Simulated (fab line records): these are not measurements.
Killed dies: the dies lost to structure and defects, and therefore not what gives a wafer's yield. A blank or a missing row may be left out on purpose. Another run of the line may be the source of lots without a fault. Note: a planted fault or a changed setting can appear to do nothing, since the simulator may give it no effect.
Which tool is to blame?	flow gf180mcu	12 lots, 36 wafers sampled, at 6 steps of a route of 602

== WHAT THE GAUGES READ, wafer by wafer ==
GF_STI_THK_MEAS_04. Usual: STI_CVD_03_THK 207.6 nm, standard deviation 2.4.
lot	measured	on	STI_CVD_03_THK (nm)	flag
L252	day 1 14:44	filmMetro-04	208.7 208.5 208.1	
L253	day 1 19:11	filmMetro-02	207.3 205.5 208.5	
L254	day 2 00:17	filmMetro-02	204.9 204.9 205.1	
L255	day 2 04:36	filmMetro-04	207.2 205.0 205.6	
L256	day 2 09:43	filmMetro-02	212.1 211.4 212.7	
L259	day 3 01:37	filmMetro-02	209.2 209.7 208.3	
L262	day 3 17:52	filmMetro-02	206.4 207.2 207.3	
L265	day 4 08:43	filmMetro-02	222.9 222.8 222.0	OFF
L268	day 4 21:34	filmMetro-01	222.3 222.6 224.9	OFF
L271	day 5 13:09	filmMetro-01	203.8 204.5 203.2	
L273	day 5 23:33	filmMetro-01	210.4 209.9 211.7	
L274	day 6 03:35	filmMetro-01	210.0 210.5 209.3	

GF_V1_CD_MEAS_14: target cd 260 nm. Usual: 260.0 nm for cdNm, sd 1.3.
lot	measured	on	cdNm (nm)	flag
L252	day 18 06:11	cdSem-01	257.8 258.6 259.4	
L253	day 18 13:40	cdSem-02	262.8 262.2 263.3	
L254	day 19 01:13	cdSem-02	259.7 261.7 262.4	
L255	day 19 09:40	cdSem-02	262.8 261.2 261.5	
L256	day 19 17:23	cdSem-02	258.4 258.2 258.4	
L259	day 21 09:02	cdSem-01	261.5 260.7 262.2	
L262	day 22 04:17	cdSem-02	260.8 259.8 258.9	
L265	day 23 05:40	cdSem-01	260.7 261.1 260.8	
L268	day 24 00:10	cdSem-01	258.7 259.9 258.4	
L271	day 25 00:56	cdSem-01	258.7 260.4 259.9	
L273	day 25 15:55	cdSem-02	259.6 260.1 259.4	
L274	day 26 00:22	cdSem-01	260.2 259.3 260.1	

GF_V1_RS_MEAS_24: measurement is done with a four-point probe. Usual: V1_W_RS 0.328 ohm/sq, standard deviation 0.0045.
lot	measured	on	V1_W_RS (ohm/sq)	flag
L252	day 18 07:20	filmMetro-02	0.333 0.335 0.332	
L253	day 18 14:49	filmMetro-01	0.332 0.332 0.334	
L254	day 19 02:14	filmMetro-02	0.324 0.318 0.322	
L255	day 19 10:41	filmMetro-01	0.326 0.322 0.329	
L256	day 19 18:26	filmMetro-04	0.334 0.332 0.330	
L259	day 21 10:10	filmMetro-02	0.331 0.329 0.333	
L262	day 22 05:40	filmMetro-04	0.331 0.331 0.325	
L265	day 23 06:43	filmMetro-04	0.326 0.337 0.326	
L268	day 24 01:13	filmMetro-02	0.321 0.324 0.324	
L271	day 25 02:00	filmMetro-01	0.331 0.324 0.327	
L273	day 25 16:58	filmMetro-02	0.328 0.321 0.328	
L274	day 26 01:23	filmMetro-02	0.334 0.327 0.330	

== TOOL THAT RAN EACH LOT (tool first, then ch and the chambers of the sampled wafers, then the start) ==
lot	GF_STI_CVD_03	GF_STI_ETCH_13	GF_M1_SPUTTER_03
L252	lpcvd-02 ch 1, day 1 12:45	rieDiel-04 ch 0,2, day 2 02:21	pvdSputter-04, day 16 07:26
L253	lpcvd-02 ch 1, day 1 17:12	rieDiel-04 ch 1,2, day 2 06:41	pvdSputter-03, day 16 14:02
L254	lpcvd-02 ch 1, day 1 22:18	rieDiel-03 ch 1,3, day 2 12:29	pvdSputter-03, day 17 00:15
L255	lpcvd-01 ch 1, day 2 02:34	rieDiel-02 ch 0,1,2, day 2 16:38	pvdSputter-03, day 17 09:13
L256	lpcvd-02 ch 0, day 2 07:43	rieDiel-03 ch 1,2, day 2 21:38	pvdSputter-04, day 17 15:49
L259	lpcvd-02 ch 0, day 2 23:37	rieDiel-02 ch 1,2,3, day 3 14:47	pvdSputter-01, day 19 06:28
L262	lpcvd-01 ch 0, day 3 15:52	rieDiel-03 ch 0,1,3, day 4 07:05	pvdSputter-04, day 20 02:32
L265	lpcvd-02 ch 1, day 4 06:44	rieDiel-02 ch 1,2,3, day 4 22:45	pvdSputter-04, day 21 05:07
L268	lpcvd-02 ch 1, day 4 19:34	rieDiel-04 ch 0,1,2, day 5 12:14	pvdSputter-01, day 22 00:23
L271	lpcvd-02 ch 0, day 5 11:10	rieDiel-02 ch 1,2,3, day 6 04:11	pvdSputter-04, day 23 03:10
L273	lpcvd-01 ch 1, day 5 20:34	rieDiel-04 ch 0,1,3, day 6 14:06	pvdSputter-01, day 23 18:29
L274	lpcvd-01 ch 1, day 6 01:34	rieDiel-04 ch 1,2, day 6 18:32	pvdSputter-01, day 24 04:10
- GF_STI_CVD_03: deposits Si3N4 from DCS/NH3, target thk 207.16 nm, time 3551 s.
- GF_STI_ETCH_13: etches the open film in CHF3/O2, stops on Si, target depth 282.31 nm, time 112.9 s.
- GF_M1_SPUTTER_03: material Ti, target thk 10 nm, time 6.7 s.

== WHAT THE TOOLS THEMSELVES READ (means of the sampled wafers that have a number; where no wafer has one, the mark that the record gives instead) ==
GF_STI_ETCH_13. Usual: drypumpMotorCurrentA 5.9 A, standard deviation 0.52; oesProductAu 0.834 a.u., standard deviation 0.006; throttleValvePct 8.811 %, standard deviation 0.0093.
lot	tool	drypumpMotorCurrentA (A)	oesProductAu (a.u.)	throttleValvePct (%)	flag
L252	rieDiel-04	5.7	0.833	8.809	
L253	rieDiel-04	6.0	0.836	8.811	
L254	rieDiel-03	6.0	0.828	8.802	
L255	rieDiel-02	5.9	0.835	8.810	
L256	rieDiel-03	6.1	0.839	8.816	
L259	rieDiel-02	5.7	0.840	8.815	
L262	rieDiel-03	5.6	0.834	8.812	
L265	rieDiel-02	5.7	0.868	8.815	OFF
L268	rieDiel-04	5.8	0.871	8.820	OFF
L271	rieDiel-02	5.7	0.825	8.814	
L273	rieDiel-04	6.0	0.837	8.814	
L274	rieDiel-04	6.0	0.841	8.807	

GF_M1_SPUTTER_03. Usual: cathodeDcPowerW 3000.0 W, standard deviation 0.54; chamberPressurePa 0.3000 Pa, standard deviation 0.00061; throttleValvePct 30.0 %, standard deviation 1.
lot	tool	cathodeDcPowerW (W)	chamberPressurePa (Pa)	throttleValvePct (%)	flag
L252	pvdSputter-04	3000.3	0.3001	30.1	
L253	pvdSputter-03	3000.1	0.3004	30.0	
L254	pvdSputter-03	2999.9	0.3001	30.4	
L255	pvdSputter-03	2999.9	0.3000	30.0	
L256	pvdSputter-04	2999.9	0.2997	29.8	
L259	pvdSputter-01	3000.2	0.3000	30.3	
L262	pvdSputter-04	3000.3	0.2999	30.4	
L265	pvdSputter-04	3000.0	0.3003	30.3	
L268	pvdSputter-01	3000.2	0.3004	29.8	
L271	pvdSputter-04	3000.7	0.2996	30.5	
L273	pvdSputter-01	3000.0	0.2999	30.3	
L274	pvdSputter-01	3000.3	0.3001	30.5	

== THE ANSWER, worked out from the rows above alone ==
Rule: a lot is off if the mean of its wafers that have a number lies more than 3 standard deviations from the usual mean. Also off: a lot with no number at a reading for which 4 or more lots have one. The other lots that the step has rows for count as sound. Order of review: gauges by route order, followed by the tools' own readings, for which a lot's mean as printed above is used. At the first step where some lot is off, the reading lying furthest off is the one used; lots without a number count as furthest.
Off: at GF_STI_THK_MEAS_04 (STI_CVD_03_THK), L265, L268.
A tool fits if, at a process step before that reading, it ran every lot that is off, and no sound lot after the first of them. Not tried: the gauges at GF_STI_THK_MEAS_04; whatever is off there is also off at GF_STI_ETCH_13, on other tools, and gauge error can't account for it. No candidate that was tried fits.

== WHAT THE SIMULATOR PUT IN ==
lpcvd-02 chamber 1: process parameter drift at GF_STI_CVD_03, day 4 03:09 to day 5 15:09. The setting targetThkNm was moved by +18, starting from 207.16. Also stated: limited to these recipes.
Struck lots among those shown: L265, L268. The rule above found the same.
